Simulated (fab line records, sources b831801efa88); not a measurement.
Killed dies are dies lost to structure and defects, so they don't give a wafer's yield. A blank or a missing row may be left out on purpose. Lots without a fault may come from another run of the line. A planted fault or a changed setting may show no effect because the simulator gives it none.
fab line records | flow sky130
record lots=4 wafers=12 last_day=49
route steps=708 shown LDD_LDN@292 SPACER@304 POLY_CUT@307 SD_P@320 RES_XHIGH@332 SALICIDE@361 PAD_OPEN@708
lots that met no fault: from a run of the same line without faults
start_h: hours from the record's first day to the start of the lot's first wafer shown | wait_h: hours since the lot's step before | " the same as in the row above | L1.1+2: a row that stands for several wafers | - no value, or no start given | * or withheld: withheld | < > ~ a bound
route shown NAME@n: a module of which the file shows steps, and the number in the route of the first | usual: mean/standard deviation of fault-free wafers | same: alike in all rows | chamber/n: place in a boat | sites: the reading at each site | _std_site: their standard deviation | _edge_site: outer sites' mean less inner sites' | radius_mm: how far each site lies from the wafer's centre | mask NAME#n: copy n | behind: the tool/chamber that last shaped the wafer | hold: why the lot was held/for how many hours/how that ended | device: the transistor (n, p or np) that didn't switch | end of line: the same wafers' tests at the end of the route | a step without rows: its recipe alone | killed: dies lost to structure and defects at the first sort, not the wafer's yield | map: a wafer's dies, x killed, . not, _ none there
set.NAME: the setting as run; set.NAME@STEP: as run at that earlier step | model.NAME: the simulator's own value behind a step, which no gauge read
lots at some steps of the route; a table a step, a row a wafer
services: from which hour (start_h, from the record's first day; less than 0 if before it) a tool's chamber was out of use, for how many hours, and why
## steps
# step SKY_LDD_LDN_SOFTBAKE_03
# recipe temp_c=90 time_s=60 resist=NOVOLAK
# step SKY_LDD_LDN_EXPOSE_04
# recipe mask_id=LDNTM na=0.6 source_shape=conventional sigma_outer=0.6 polarization=unpolarized target_cd_nm=700 dose_mj=140
# step SKY_LDD_LDN_PEB_05
# recipe temp_c=withheld time_s=* resist=NOVOLAK
# step SKY_LDD_LDN_DEVELOP_06
# recipe resist=NOVOLAK developer=TMAH develop_time_s=60 dev_temp_c=23
# step SKY_LDD_LDN_IMPLANT_08
# recipe species=As energy_kev=15 dose_cm2=1.25e+13 tilt_deg=withheld rotation_deg=23
# step SKY_LDD_LDN_IMPLANT_09
# recipe species=As energy_kev=15 dose_cm2=1.25e+13 tilt_deg=withheld rotation_deg=113
# step SKY_LDD_LDN_IMPLANT_10
# recipe species=As energy_kev=15 dose_cm2=1.25e+13 tilt_deg=withheld rotation_deg=203
# step SKY_LDD_LDN_IMPLANT_11
# recipe species=As energy_kev=15 dose_cm2=1.25e+13 tilt_deg=withheld rotation_deg=293
# step SKY_LDD_LDN_STRIP_12
# recipe chemistry=O2/N2 power_w=1400 pressure_mtorr=1500 platen_temp_c=withheld o2_flow_sccm=3000 n2_flow_sccm=300 overash_fraction=0.5
# step SKY_LDD_LDN_CLEAN_14
# recipe chemistry=SC1/SC2 mix=1:4:20 temp_c=70 time_s=150 dry=n2_spin
# step SKY_SPACER_CVD_00
# recipe material=Si3N4 precursor=DCS/NH3 target_thk_nm=43.1 temp_c=770 time_s=740 pressure_mtorr=250
# usual spike_tc_bottom_C=788.4/1.2 spike_tc_centre_C=769.5/0.94 spike_tc_lower_C=770.8/1.2 spike_tc_top_C=783.8/2 spike_tc_upper_C=769.9/0.99 susceptor_temp_C=770.0/0.36 zone_power_bottom_pct=23.0/0.34 zone_power_centre_pct=13.4/0.41 zone_power_top_pct=25.3/1.8
# columns lot.wafer tool chamber start_h wait_h spike_tc_bottom_C spike_tc_centre_C spike_tc_lower_C spike_tc_top_C spike_tc_upper_C susceptor_temp_C zone_power_bottom_pct zone_power_centre_pct zone_power_top_pct model.Si3N4_of_SPACER_CVD_00.thk_nm
L204.2 lpcvd-02 0 580.61 0.0 788.4 770.9 771.1 782.1 769.3 770.8 22.7 13.3 27.6 43.41
L204.3 " 0 " " 788.6 768.9 769.9 782.8 768.9 770.1 22.9 13.1 26.6 43.83
L204.4 " 0 " " 789.1 769.6 770.1 780.0 768.9 770.5 22.9 13.2 26.8 43.51
L206.1 lpcvd-02 1 596.07 0.0 788.6 769.8 772.1 785.4 770.3 769.4 23.5 14.1 23.3 42.79
L206.2 " 1 " " 788.3 768.9 771.9 783.2 768.7 769.7 23.2 13.6 23.4 43.33
L206.5 " 1 " " 789.6 770.3 772.0 786.6 767.2 770.0 22.9 13.7 23.5 43.37
L214.2 lpcvd-02 1 662.42 0.7 766.7 747.8 748.0 764.6 747.6 748.1 21.5 13.0 22.5 28.14
L214.3 " 1 " " 766.0 748.1 749.0 764.6 748.1 748.0 21.7 13.2 22.6 28.04
L214.4 " 1 " " 763.7 747.0 748.0 762.3 749.1 747.9 22.3 13.0 22.4 28.24
L215.2 lpcvd-02 0 672.79 0.3 766.6 748.0 747.4 761.1 747.2 747.9 21.5 12.2 26.0 27.66
L215.4 " 0 " " 767.7 746.6 749.5 759.3 748.6 748.0 21.2 12.3 26.3 27.66
L215.5 " 0 " " 767.5 747.0 748.6 761.8 748.6 747.9 21.6 12.2 26.3 27.6
# step SKY_SPACER_THK_MEAS_01
# recipe reads=Si3N4_of_SPACER_CVD_00
# usual SPACER_CVD_00_THK=43.2/0.37
# columns lot.wafer tool chamber start_h wait_h SPACER_CVD_00_THK[nm]
L204.2 film_metro-01 - 581.83 0.0 43.4
L204.3 " - " " 43.9
L204.4 " - " " 43.5
L206.1 film_metro-01 - 597.27 0.0 42.8
L206.2 " - " " 43.3
L206.5 " - " " 43.4
L214.2 film_metro-04 - 663.64 0.0 28.2
L214.3 " - " " 28.0
L214.4 " - " " 28.3
L215.2 film_metro-03 - 674.00 0.0 27.7
L215.4 " - " " 27.6
L215.5 " - " " 27.6
# step SKY_SPACER_ETCHBACK_02
# recipe chemistry=CH3F/O2 target=Si3N4 stop_on=SiO2 source_w=400 bias_w=80 pressure_mtorr=25 ch3f_flow_sccm=40 O2_flow_sccm=30 time_s=46.7 target_depth_a=450
# usual chamber_pressure_mTorr=24.998/0.023 drypump_motor_current_A=5.9/0.42 oes_product_au=0.855/0.0061 throttle_valve_pct=10.562/0.0091
# columns lot.wafer tool chamber start_h wait_h chamber_pressure_mTorr drypump_motor_current_A oes_product_au rf_hours_counter_h throttle_valve_pct model.etch.depth_nm
L204.2 rie_diel-01 3 581.88 0.0 24.960 5.2 0.859 9 10.568 43.41
L204.3 " 2 " " 24.985 6.1 0.860 27 10.567 43.83
L204.4 " 0 " " 25.019 5.8 0.861 6 10.562 43.51
L206.1 rie_diel-03 2 597.33 0.1 24.999 5.7 0.852 17 10.551 42.79
L206.2 " 3 " " 24.943 6.5 0.858 22 10.576 43.33
L206.5 " 2 " " 25.009 5.8 0.859 - 10.570 43.37
L214.2 rie_diel-01 2 663.69 0.0 25.002 6.1 0.685 29 10.539 28.14
L214.3 " 1 " " 24.992 6.7 0.688 31 10.545 28.04
L214.4 " 0 " " 25.024 5.8 0.684 8 10.535 28.24
L215.2 rie_diel-04 2 674.05 0.0 24.995 5.3 0.673 7 10.546 27.66
L215.4 " 0 " " 25.008 5.9 0.686 44 10.540 27.66
L215.5 " 3 " " 24.977 6.0 0.687 - 10.528 27.6
# step SKY_POLY_CUT_DEHYDRATE_00
# recipe temp_c=200 time_s=60
# step SKY_POLY_CUT_HMDS_01
# recipe prime_time_s=60 prime_temp_c=120
# step SKY_POLY_CUT_COAT_02
# recipe resist=BARC temp_c=withheld time_s=withheld spin_rpm=3000 resist_thk_nm=60
# step SKY_POLY_CUT_COAT_03
# recipe resist=KrF-thick spin_rpm=3000 resist_thk_nm=450
# step SKY_POLY_CUT_SOFTBAKE_04
# recipe temp_c=100 time_s=90 resist=KrF-thick
# step SKY_POLY_CUT_EXPOSE_05
# recipe mask_id=NPCM na=0.8 source_shape=annular sigma_inner=0.55 sigma_outer=0.85 target_cd_nm=270 dose_mj=32
# step SKY_POLY_CUT_PEB_06
# recipe peb_temp_c=withheld peb_time_s=withheld resist=KrF-thick
# step SKY_POLY_CUT_DEVELOP_07
# recipe develop_time_s=60 resist=KrF-thick dev_temp_c=21
# step SKY_POLY_CUT_ETCH_10
# recipe chemistry=N2/H2 target=BARC ion_energy_ev=200 source_w=500 bias_w=100 pressure_mtorr=30 n2_flow_sccm=100 h2_flow_sccm=200 stop_on=SiO2 time_s=45.9 target_depth_a=600
# step SKY_POLY_CUT_ETCH_11
# recipe target=Si3N4 chemistry=CF4/CH2F2/Ar stop_on=poly-Si source_w=600 bias_w=144.6 pressure_mtorr=40 cf4_flow_sccm=40 ch2f2_flow_sccm=20 Ar_flow_sccm=150 time_s=42.5 target_depth_a=600
# step SKY_POLY_CUT_STRIP_12
# recipe chemistry=O2/N2 power_w=1400 pressure_mtorr=1500 platen_temp_c=withheld o2_flow_sccm=3000 n2_flow_sccm=300 overash_fraction=0.5
# step SKY_SD_P_DEHYDRATE_00
# recipe temp_c=200 time_s=60
# step SKY_SD_P_HMDS_01
# recipe prime_time_s=60 prime_temp_c=120
# step SKY_SD_P_COAT_02
# recipe resist=NOVOLAK spin_rpm=3000 resist_thk_nm=1140
# step SKY_SD_P_SOFTBAKE_03
# recipe temp_c=90 time_s=60 resist=NOVOLAK
# step SKY_SD_P_EXPOSE_04
# recipe mask_id=PSDM na=0.6 source_shape=conventional sigma_outer=0.6 polarization=unpolarized target_cd_nm=380 dose_mj=138
# step SKY_SD_P_PEB_05
# recipe temp_c=withheld time_s=* resist=NOVOLAK
# step SKY_SD_P_DEVELOP_06
# recipe resist=NOVOLAK developer=TMAH develop_time_s=60 dev_temp_c=23
# step SKY_SD_P_IMPLANT_09
# recipe species=BF2 energy_kev=20 dose_cm2=3.022e+15 tilt_deg=0
# step SKY_SD_P_STRIP_10
# recipe chemistry=O2/N2 power_w=1400 pressure_mtorr=1500 platen_temp_c=withheld o2_flow_sccm=3000 n2_flow_sccm=300 overash_fraction=0.5
# step SKY_RES_XHIGH_DEHYDRATE_00
# recipe temp_c=200 time_s=60
# step SKY_RES_XHIGH_HMDS_01
# recipe prime_time_s=60 prime_temp_c=120
# step SKY_SALICIDE_CLEAN_00
# recipe chemistry=HF-last time_s=30 dilution=100:1 dry=ipa_marangoni
# columns lot.wafer tool chamber start_h wait_h model.Si3N4_of_SPACER_CVD_00.thk_nm
L204.2 wet_bench-03 3 698.03 0.1 42.42
L204.3 " 3 " " 42.85
L204.4 " 3 " " 42.51
L206.1 wet_bench-04 1 712.17 0.1 41.81
L206.2 " 1 " " 42.35
L206.5 " 1 " " 42.39
L214.2 wet_bench-03 1 776.08 0.1 27.17
L214.3 " 1 " " 27.07
L214.4 " 1 " " 27.27
L215.2 wet_bench-02 1 786.08 0.1 26.69
L215.4 " 1 " " 26.68
L215.5 " 1 " " 26.61
# step SKY_PAD_OPEN_PROBE_99
# usual killed_at_M0_to_M3=42/7.2 killed_at_M4_up=3.2/1.8 killed_at_contacts=24/5.4 killed_at_front_end=15/4 killed_at_other=0.3/0.59 killed_dies=84/9 killed_open=46/7.1 killed_short=38/6
# same gross_dies=492 killed_at_back_side=0
# columns lot.wafer tool chamber start_h wait_h killed_at_M0_to_M3 killed_at_M4_up killed_at_contacts killed_at_front_end killed_at_other killed_dies killed_open killed_short model.etest.pfet_01v8.r_on_ohm_um model.etest.pfet_g5v0d10v5.r_on_ohm_um model.etest.sonos_uncharged.r_on_ohm_um model.etest.nfet_g5v0d10v5.r_on_ohm_um model.etest.res_pdiff.line_ohm_um model.etest.pfet_01v8.drive_ua_um model.etest.nfet_01v8_lvt.drive_ua_um model.etest.sram_pfet_latch.drive_ua_um
L204.2 prober-01 - 1112.28 0.1 35 2 35 6 2 80 39 40 2906 4690 812.1 1873 1392 194 570.6 146.7
L204.3 prober-01 - 1112.33 0.2 41 1 20 10 0 72 34 38 2995 4738 818.1 1894 1387 187.2 552.4 139.2
L204.4 prober-01 - 1112.38 0.2 44 2 26 10 0 82 40 42 2906 4740 808 1877 1380 191.7 550.2 139.5
L206.1 prober-02 - 1127.06 0.1 41 6 15 13 0 75 40 35 2901 4719 811.1 1872 1389 194.3 588.7 144.9
L206.2 prober-02 - 1127.11 0.1 31 7 19 17 0 74 34 40 2919 4771 806.2 1905 1405 190.5 573.5 144.4
L206.5 prober-02 - 1127.26 0.2 39 2 24 16 1 82 46 36 2910 4801 803.8 1892 1403 189.6 573.6 140.2
L214.2 prober-02 - 1171.18 0.1 39 2 21 14 1 77 37 38 2478 4590 730.6 1827 1305 234.8 620.1 173.5
L214.3 prober-02 - 1171.23 0.2 32 3 25 14 0 74 39 34 2449 4542 718.8 1812 1274 238.6 623.8 184.1
L214.4 prober-02 - 1171.28 0.2 47 4 18 13 0 82 42 40 2452 4548 737.2 1806 1278 235.6 617 175.2
L215.2 prober-01 - 1173.85 0.1 39 0 27 12 1 79 41 38 2377 4608 714.9 1816 1294 243.3 636.9 187
L215.4 prober-01 - 1173.95 0.2 29 6 30 15 0 80 45 35 2403 4558 710.7 1812 1272 243.7 626.8 178.9
L215.5 prober-01 - 1174.00 0.2 38 3 33 15 0 89 53 35 2414 4552 717.8 1807 1261 238.1 623.7 176.8
# killed by level:class
L204.2 LI_CONTACT:geometric_particle:open=11 VIA1:geometric_particle:open=11 CONTACT:geometric_particle:short=7 CONTACT:geometric_particle:open=6 LI_CONTACT:geometric_particle:short=5 LOCAL_INTERCONNECT:geometric_particle:short=5 VIA2:geometric_particle:open=4 VIA1:geometric_particle:short=4
L204.3 VIA3:geometric_particle:open=11 CONTACT:geometric_particle:open=7 METAL2:geometric_particle:short=6 LOCAL_INTERCONNECT:geometric_particle:short=5 METAL1:geometric_particle:short=4 VIA1:geometric_particle:open=4 VIA2:geometric_particle:short=4 FIELD_ISO:geometric_particle:short=3
L204.4 VIA1:geometric_particle:open=10 CONTACT:geometric_particle:open=8 METAL3:geometric_particle:short=7 CONTACT:geometric_particle:short=6 METAL2:geometric_particle:short=6 LI_CONTACT:geometric_particle:open=5 VIA3:geometric_particle:open=5 POLY_GATE:geometric_particle:short=4
L206.1 VIA3:geometric_particle:open=9 LI_CONTACT:geometric_particle:open=7 METAL2:geometric_particle:short=7 VIA2:geometric_particle:open=6 METAL4:geometric_particle:short=6 VIA1:geometric_particle:short=5 VIA1:geometric_particle:open=5 FIELD_ISO:geometric_particle:open=4
L206.2 FIELD_ISO:geometric_particle:short=6 VIA1:geometric_particle:open=6 CONTACT:geometric_particle:open=6 METAL4:geometric_particle:short=6 FIELD_ISO:geometric_particle:open=5 LI_CONTACT:geometric_particle:open=5 CONTACT:geometric_particle:short=5 VIA1:geometric_particle:short=5
L206.5 VIA1:geometric_particle:open=10 CONTACT:geometric_particle:open=7 LI_CONTACT:geometric_particle:open=6 FIELD_ISO:geometric_particle:open=5 METAL2:geometric_particle:short=5 POLY_GATE:geometric_particle:open=5 VIA2:geometric_particle:open=5 VIA3:geometric_particle:open=5
L214.2 VIA1:geometric_particle:open=8 CONTACT:geometric_particle:open=8 METAL2:geometric_particle:short=8 CONTACT:geometric_particle:short=6 METAL1:geometric_particle:short=6 VIA2:geometric_particle:open=6 VIA3:geometric_particle:open=5 FIELD_ISO:geometric_particle:short=4
L214.3 CONTACT:geometric_particle:open=10 VIA3:geometric_particle:open=8 LI_CONTACT:geometric_particle:open=7 VIA1:geometric_particle:open=7 FIELD_ISO:geometric_particle:short=5 VIA2:geometric_particle:short=5 METAL2:geometric_particle:short=5 FIELD_ISO:geometric_particle:open=4
L214.4 VIA1:geometric_particle:open=13 LI_CONTACT:geometric_particle:open=6 METAL2:geometric_particle:short=5 VIA3:geometric_particle:open=5 METAL1:geometric_particle:short=5 METAL3:geometric_particle:short=5 VIA2:geometric_particle:open=4 CONTACT:geometric_particle:open=4
L215.2 CONTACT:geometric_particle:short=9 CONTACT:geometric_particle:open=8 METAL2:geometric_particle:short=8 VIA1:geometric_particle:open=7 VIA2:geometric_particle:open=6 VIA3:geometric_particle:open=6 LI_CONTACT:geometric_particle:open=5 VIA1:geometric_particle:short=4
L215.4 LOCAL_INTERCONNECT:geometric_particle:short=8 LI_CONTACT:geometric_particle:open=7 CONTACT:geometric_particle:open=7 FIELD_ISO:geometric_particle:open=6 VIA1:geometric_particle:open=6 METAL2:geometric_particle:short=6 VIA2:geometric_particle:open=6 CONTACT:geometric_particle:short=4
L215.5 VIA1:geometric_particle:open=11 LI_CONTACT:geometric_particle:open=10 VIA2:geometric_particle:open=10 CONTACT:geometric_particle:open=7 LOCAL_INTERCONNECT:geometric_particle:short=6 CONTACT:geometric_particle:short=6 FIELD_ISO:geometric_particle:open=4 SPACER:geometric_particle:open=4
## services
# columns tool chamber start_h hours kind
rie_diel-01 2 560.15 4.3 repair
wet_bench-02 - 578.70 1.7 repair
rie_diel-04 1 586.04 - clean
rie_diel-04 1 586.04 21.2 scheduled_down
rie_diel-04 1 586.04 21.2 vent_cycle
rie_diel-04 - 606.08 14.6 pm
rie_diel-03 3 646.18 1.5 repair
rie_diel-04 1 650.34 5.6 repair
rie_diel-04 - 669.53 1.6 repair
rie_diel-03 0 672.00 - clean
rie_diel-03 0 672.00 12.4 scheduled_down
rie_diel-03 0 672.00 12.4 vent_cycle
rie_diel-03 0 684.41 11.8 repair
rie_diel-04 2 689.74 10.1 repair
rie_diel-04 0 732.57 - clean
rie_diel-04 0 732.57 24.5 scheduled_down
rie_diel-04 3 734.18 3.0 repair
lpcvd-02 - 737.89 0.5 repair
rie_diel-03 3 755.81 12.8 repair
lpcvd-02 - 756.02 2.8 pm
rie_diel-03 0 756.05 4.8 repair
rie_diel-03 2 772.57 9.7 repair
lpcvd-02 - 777.66 0.4 repair
rie_diel-03 3 782.22 5.8 repair
## key
first_sign step=SKY_SPACER_CVD_00 reading=susceptor_temp_C direction=down sigmas=61 usual=* struck=*
effect step=SKY_SPACER_CVD_00 reading=spike_tc_centre_C direction=down sigmas=24 usual=769.5 struck=747.4
effect step=SKY_SPACER_THK_MEAS_01 reading=SPACER_CVD_00_THK direction=down sigmas=42 usual=43.2 struck=27.9
effect step=SKY_SPACER_ETCHBACK_02 reading=oes_product_au direction=down sigmas=28 usual=0.855 struck=0.684
model_effect step=SKY_SPACER_CVD_00 value=Si3N4_of_SPACER_CVD_00.thk_nm without=43.08 struck=27.89
model_effect step=SKY_SPACER_ETCHBACK_02 value=etch.depth_nm without=43.08 struck=27.89
model_effect step=SKY_SALICIDE_CLEAN_00 value=Si3N4_of_SPACER_CVD_00.thk_nm without=42.11 struck=26.91
model_effect step=SKY_PAD_OPEN_PROBE_99 value=etest.pfet_01v8.r_on_ohm_um without=2930 struck=2429
met_at SKY_SPACER_CVD_00
struck_wafers L214.2,L214.3,L214.4,L215.2,L215.4,L215.5
tester_left_out L214,L215
onset_between 596.07 662.42
fault kind=process_parameter_drift tool=lpcvd-02 chamber=- onset_h=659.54 steps=SKY_SPACER_CVD_00 channel=temp_c offset=* shape=step end_h=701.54 acts_in=* stated=*
# tester_left_out: of these lots the tester's yield and bins aren't shown, on N5 and GAA mostly nor the transistor test; their killed dies are dies lost to structure and defects alone, not to doping, threshold or leakage, so they don't give the yield
